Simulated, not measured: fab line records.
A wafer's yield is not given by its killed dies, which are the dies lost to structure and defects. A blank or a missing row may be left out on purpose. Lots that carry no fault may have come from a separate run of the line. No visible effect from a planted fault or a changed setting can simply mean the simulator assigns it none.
The tool behind it: which one? || flow gf180mcu || 11 lots, 33 wafers sampled, at 4 steps of a route of 602

== WHAT THE GAUGES SHOWED, per wafer ==
GF_V5_CD_MEAS_14: the cd target is 260 nm.
{"lot": "L391", "measured": "day 27 14:01", "on": "cd_sem-01", "cd_nm (nm)": "259.6 260.6 260.5"}
{"lot": "L392", "measured": "day 27 22:46", "on": "cd_sem-01", "cd_nm (nm)": "260.0 260.9 260.4"}
{"lot": "L397", "measured": "day 29 21:47", "on": "cd_sem-01", "cd_nm (nm)": "259.0 261.0 258.5"}
{"lot": "L398", "measured": "day 30 04:38", "on": "cd_sem-02", "cd_nm (nm)": "260.2 259.0 258.6"}
{"lot": "L399", "measured": "day 30 08:12", "on": "cd_sem-01", "cd_nm (nm)": "262.0 262.4 261.6"}
{"lot": "L405", "measured": "day 31 16:20", "on": "cd_sem-02", "cd_nm (nm)": "251.9 250.6 251.2"}
{"lot": "L404", "measured": "day 31 18:56", "on": "cd_sem-01", "cd_nm (nm)": "260.4 262.2 260.2"}
{"lot": "L408", "measured": "day 32 08:49", "on": "cd_sem-02", "cd_nm (nm)": "253.7 253.9 254.4"}
{"lot": "L409", "measured": "day 32 10:06", "on": "cd_sem-01", "cd_nm (nm)": "260.9 259.3 258.4"}
{"lot": "L410", "measured": "day 32 20:16", "on": "cd_sem-02", "cd_nm (nm)": "253.6 255.3 254.9"}
{"lot": "L411", "measured": "day 33 01:59", "on": "cd_sem-01", "cd_nm (nm)": "259.8 259.8 259.3"}

== WHAT TOOL EACH LOT RAN ON (gives the tool, then ch and the chambers of the sampled wafers, and finally the start) ==
{"lot": "L391", "GF_MIM_METAL_ETCH_19": "rie_metal-01 ch 1, day 25 19:46", "GF_M5_STRIP_11": "plasma_asher-01 ch 0,1, day 26 16:58", "GF_V5_EXPOSE_11": "krf_scanner-02 ch 0, day 27 04:13"}
{"lot": "L392", "GF_MIM_METAL_ETCH_19": "rie_metal-03 ch 0,1, day 26 04:06", "GF_M5_STRIP_11": "plasma_asher-04 ch 0,1, day 27 01:16", "GF_V5_EXPOSE_11": "krf_scanner-01 ch 0, day 27 12:52"}
{"lot": "L397", "GF_MIM_METAL_ETCH_19": "rie_metal-03 ch 0, day 28 04:54", "GF_M5_STRIP_11": "plasma_asher-04 ch 0,1, day 29 01:28", "GF_V5_EXPOSE_11": "krf_scanner-02 ch 0, day 29 12:29"}
{"lot": "L398", "GF_MIM_METAL_ETCH_19": "rie_metal-02 ch 0,1, day 28 12:27", "GF_M5_STRIP_11": "plasma_asher-03 ch 0,1, day 29 08:59", "GF_V5_EXPOSE_11": "krf_scanner-02 ch 0, day 29 19:32"}
{"lot": "L399", "GF_MIM_METAL_ETCH_19": "rie_metal-02 ch 0,1, day 28 16:24", "GF_M5_STRIP_11": "plasma_asher-01 ch 0,1, day 29 12:17", "GF_V5_EXPOSE_11": "krf_scanner-02 ch 0, day 29 23:24"}
{"lot": "L405", "GF_MIM_METAL_ETCH_19": "rie_metal-02 ch 0,1, day 30 03:18", "GF_M5_STRIP_11": "plasma_asher-04 ch 0,1, day 30 21:55", "GF_V5_EXPOSE_11": "krf_scanner-02 ch 0, day 31 07:59"}
{"lot": "L404", "GF_MIM_METAL_ETCH_19": "rie_metal-02 ch 1, day 30 05:31", "GF_M5_STRIP_11": "plasma_asher-01 ch 0,1, day 31 00:20", "GF_V5_EXPOSE_11": "krf_scanner-01 ch 0, day 31 10:29"}
{"lot": "L408", "GF_MIM_METAL_ETCH_19": "rie_metal-02 ch 1, day 30 19:41", "GF_M5_STRIP_11": "plasma_asher-04 ch 0, day 31 14:13", "GF_V5_EXPOSE_11": "krf_scanner-02 ch 0, day 32 00:28"}
{"lot": "L409", "GF_MIM_METAL_ETCH_19": "rie_metal-02 ch 1, day 30 21:16", "GF_M5_STRIP_11": "plasma_asher-04 ch 0,1, day 31 15:46", "GF_V5_EXPOSE_11": "krf_scanner-01 ch 0, day 32 01:47"}
{"lot": "L410", "GF_MIM_METAL_ETCH_19": "rie_metal-02 ch 0,1, day 31 07:59", "GF_M5_STRIP_11": "plasma_asher-01 ch 0,1, day 32 02:20", "GF_V5_EXPOSE_11": "krf_scanner-02 ch 0, day 32 12:12"}
{"lot": "L411", "GF_MIM_METAL_ETCH_19": "rie_metal-01 ch 0, day 31 14:33", "GF_M5_STRIP_11": "plasma_asher-03 ch 1, day 32 08:31", "GF_V5_EXPOSE_11": "krf_scanner-01 ch 0, day 32 18:13"}
- GF_MIM_METAL_ETCH_19: etches the open film in Cl2/BCl3, stops on Si3N4, target depth 324.5 nm, time 54.1 s.
- GF_M5_STRIP_11: strips in O2/N2.
- GF_V5_EXPOSE_11: exposes mask Via5, target cd 260 nm.

== WHAT THE TOOLS THEMSELVES READ (means of the sampled wafers that have a number; where no wafer has one, the mark that the record gives instead) ==
GF_MIM_METAL_ETCH_19.
{"lot": "L391", "tool": "rie_metal-01", "chamber_pressure_mTorr (mTorr)": 8.006, "drypump_motor_current_A (A)": 6.1, "oes_product_au (a.u.)": 0.938, "throttle_valve_pct (%)": 28.287}
{"lot": "L392", "tool": "rie_metal-03", "chamber_pressure_mTorr (mTorr)": 8.000, "drypump_motor_current_A (A)": 5.7, "oes_product_au (a.u.)": 0.943, "throttle_valve_pct (%)": 28.284}
{"lot": "L397", "tool": "rie_metal-03", "chamber_pressure_mTorr (mTorr)": 7.999, "drypump_motor_current_A (A)": 5.9, "oes_product_au (a.u.)": 0.938, "throttle_valve_pct (%)": 28.297}
{"lot": "L398", "tool": "rie_metal-02", "chamber_pressure_mTorr (mTorr)": 8.002, "drypump_motor_current_A (A)": 6.2, "oes_product_au (a.u.)": 0.936, "throttle_valve_pct (%)": 28.283}
{"lot": "L399", "tool": "rie_metal-02", "chamber_pressure_mTorr (mTorr)": 8.000, "drypump_motor_current_A (A)": 6.2, "oes_product_au (a.u.)": 0.943, "throttle_valve_pct (%)": 28.280}
{"lot": "L405", "tool": "rie_metal-02", "chamber_pressure_mTorr (mTorr)": 7.993, "drypump_motor_current_A (A)": 5.9, "oes_product_au (a.u.)": 0.937, "throttle_valve_pct (%)": 28.283}
{"lot": "L404", "tool": "rie_metal-02", "chamber_pressure_mTorr (mTorr)": 7.999, "drypump_motor_current_A (A)": 6.5, "oes_product_au (a.u.)": 0.937, "throttle_valve_pct (%)": 28.291}
{"lot": "L408", "tool": "rie_metal-02", "chamber_pressure_mTorr (mTorr)": 7.993, "drypump_motor_current_A (A)": 6.5, "oes_product_au (a.u.)": 0.943, "throttle_valve_pct (%)": 28.289}
{"lot": "L409", "tool": "rie_metal-02", "chamber_pressure_mTorr (mTorr)": 8.005, "drypump_motor_current_A (A)": 6.5, "oes_product_au (a.u.)": 0.945, "throttle_valve_pct (%)": 28.280}
{"lot": "L410", "tool": "rie_metal-02", "chamber_pressure_mTorr (mTorr)": 7.993, "drypump_motor_current_A (A)": 6.2, "oes_product_au (a.u.)": 0.941, "throttle_valve_pct (%)": 28.271}
{"lot": "L411", "tool": "rie_metal-01", "chamber_pressure_mTorr (mTorr)": 7.998, "drypump_motor_current_A (A)": 6.4, "oes_product_au (a.u.)": 0.943, "throttle_valve_pct (%)": 28.284}

GF_M5_STRIP_11.
{"lot": "L391", "tool": "plasma_asher-01", "chamber_pressure_mTorr (mTorr)": 1499.5, "drypump_motor_current_A (A)": 5.6, "heater_power_w (W)": 316, "oes_product_au (a.u.)": 0.545, "strip_time_to_endpoint_s (s)": 7.50}
{"lot": "L392", "tool": "plasma_asher-04", "chamber_pressure_mTorr (mTorr)": 1501.1, "drypump_motor_current_A (A)": 5.6, "heater_power_w (W)": 340, "oes_product_au (a.u.)": 0.542, "strip_time_to_endpoint_s (s)": 7.46}
{"lot": "L397", "tool": "plasma_asher-04", "chamber_pressure_mTorr (mTorr)": 1498.7, "drypump_motor_current_A (A)": 5.8, "heater_power_w (W)": 330, "oes_product_au (a.u.)": 0.544, "strip_time_to_endpoint_s (s)": 7.56}
{"lot": "L398", "tool": "plasma_asher-03", "chamber_pressure_mTorr (mTorr)": 1500.3, "drypump_motor_current_A (A)": 6.0, "heater_power_w (W)": 250, "oes_product_au (a.u.)": 0.541, "strip_time_to_endpoint_s (s)": 7.48}
{"lot": "L399", "tool": "plasma_asher-01", "chamber_pressure_mTorr (mTorr)": 1498.7, "drypump_motor_current_A (A)": 5.5, "heater_power_w (W)": 322, "oes_product_au (a.u.)": 0.538, "strip_time_to_endpoint_s (s)": 7.47}
{"lot": "L405", "tool": "plasma_asher-04", "chamber_pressure_mTorr (mTorr)": 1499.9, "drypump_motor_current_A (A)": 5.8, "heater_power_w (W)": 330, "oes_product_au (a.u.)": 0.542, "strip_time_to_endpoint_s (s)": 7.47}
{"lot": "L404", "tool": "plasma_asher-01", "chamber_pressure_mTorr (mTorr)": 1499.7, "drypump_motor_current_A (A)": 5.5, "heater_power_w (W)": 318, "oes_product_au (a.u.)": 0.537, "strip_time_to_endpoint_s (s)": 7.47}
{"lot": "L408", "tool": "plasma_asher-04", "chamber_pressure_mTorr (mTorr)": 1500.6, "drypump_motor_current_A (A)": 6.0, "heater_power_w (W)": 314, "oes_product_au (a.u.)": 0.539, "strip_time_to_endpoint_s (s)": 7.50}
{"lot": "L409", "tool": "plasma_asher-04", "chamber_pressure_mTorr (mTorr)": 1500.7, "drypump_motor_current_A (A)": 5.8, "heater_power_w (W)": 327, "oes_product_au (a.u.)": 0.545, "strip_time_to_endpoint_s (s)": 7.59}
{"lot": "L410", "tool": "plasma_asher-01", "chamber_pressure_mTorr (mTorr)": 1500.4, "drypump_motor_current_A (A)": 5.5, "heater_power_w (W)": 309, "oes_product_au (a.u.)": 0.545, "strip_time_to_endpoint_s (s)": 7.56}
{"lot": "L411", "tool": "plasma_asher-03", "chamber_pressure_mTorr (mTorr)": 1499.6, "drypump_motor_current_A (A)": 6.4, "heater_power_w (W)": 236, "oes_product_au (a.u.)": 0.543, "strip_time_to_endpoint_s (s)": 7.51}

GF_V5_EXPOSE_11.
{"lot": "L391", "tool": "krf_scanner-02", "exposure_dose_mJ_cm2": 38.03}
{"lot": "L392", "tool": "krf_scanner-01", "exposure_dose_mJ_cm2": 38.03}
{"lot": "L397", "tool": "krf_scanner-02", "exposure_dose_mJ_cm2": 37.98}
{"lot": "L398", "tool": "krf_scanner-02", "exposure_dose_mJ_cm2": 37.99}
{"lot": "L399", "tool": "krf_scanner-02", "exposure_dose_mJ_cm2": 37.97}
{"lot": "L405", "tool": "krf_scanner-02", "exposure_dose_mJ_cm2": 36.12}
{"lot": "L404", "tool": "krf_scanner-01", "exposure_dose_mJ_cm2": 37.96}
{"lot": "L408", "tool": "krf_scanner-02", "exposure_dose_mJ_cm2": 36.57}
{"lot": "L409", "tool": "krf_scanner-01", "exposure_dose_mJ_cm2": 37.99}
{"lot": "L410", "tool": "krf_scanner-02", "exposure_dose_mJ_cm2": 36.79}
{"lot": "L411", "tool": "krf_scanner-01", "exposure_dose_mJ_cm2": 37.97}

== THE ANSWER, worked out from the rows above alone ==
Rule: the usual values come from the lots themselves. Put in order of their means at a reading, lots are off if they are a third of the lots or fewer, leave a main group of 4 or more, and stand apart from it by a gap of 3 or more times the standard deviation of the main group's means; of several such gaps the widest counts. If all means in a main group match to the digits the tables above print for the reading, that group is not used. A lot without any number at a reading at which 4 lots or more have one is off too. All remaining lots with rows at the step are treated as sound. After the gauges, taken in route order, come the tools' own readings; for these a lot's mean is taken, as printed above. At the first step where some lot is off, the reading lying furthest off is the one used; lots without a number count as furthest.
Off, at GF_V5_CD_MEAS_14 on cd_nm: L405, L408, L410. The main group has a mean of 260.2 nm with a standard deviation of 0.86.
A tool fits if, at a process step before that reading, it ran every lot that is off, and no sound lot after the first of them. The gauges at GF_V5_CD_MEAS_14 aren't tried: what is off there is off at GF_V5_EXPOSE_11 too, on other tools, and a gauge's error can't cause that. One candidate fits, namely krf_scanner-02 at GF_V5_EXPOSE_11. A fault onset in the window from L399 (day 29 23:24, its last sound lot) to L405 (day 31 07:59, its first lot off) fits.
The tool's own readings at GF_V5_EXPOSE_11 bear it out: on the lots that are off they differ by more than 5 times the standard deviation of the sound lots' means. exposure_dose_mJ_cm2 reads 36.49 there against 37.99 on the sound lots.

== WHAT HAD BEEN PUT IN BY THE SIMULATOR ==
Drift in process parameters on krf_scanner-02 at GF_V5_EXPOSE_11, starting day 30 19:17. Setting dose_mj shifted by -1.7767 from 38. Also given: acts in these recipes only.
Shown lots that were struck: L405, L408, L410. The rule given above showed the same thing.
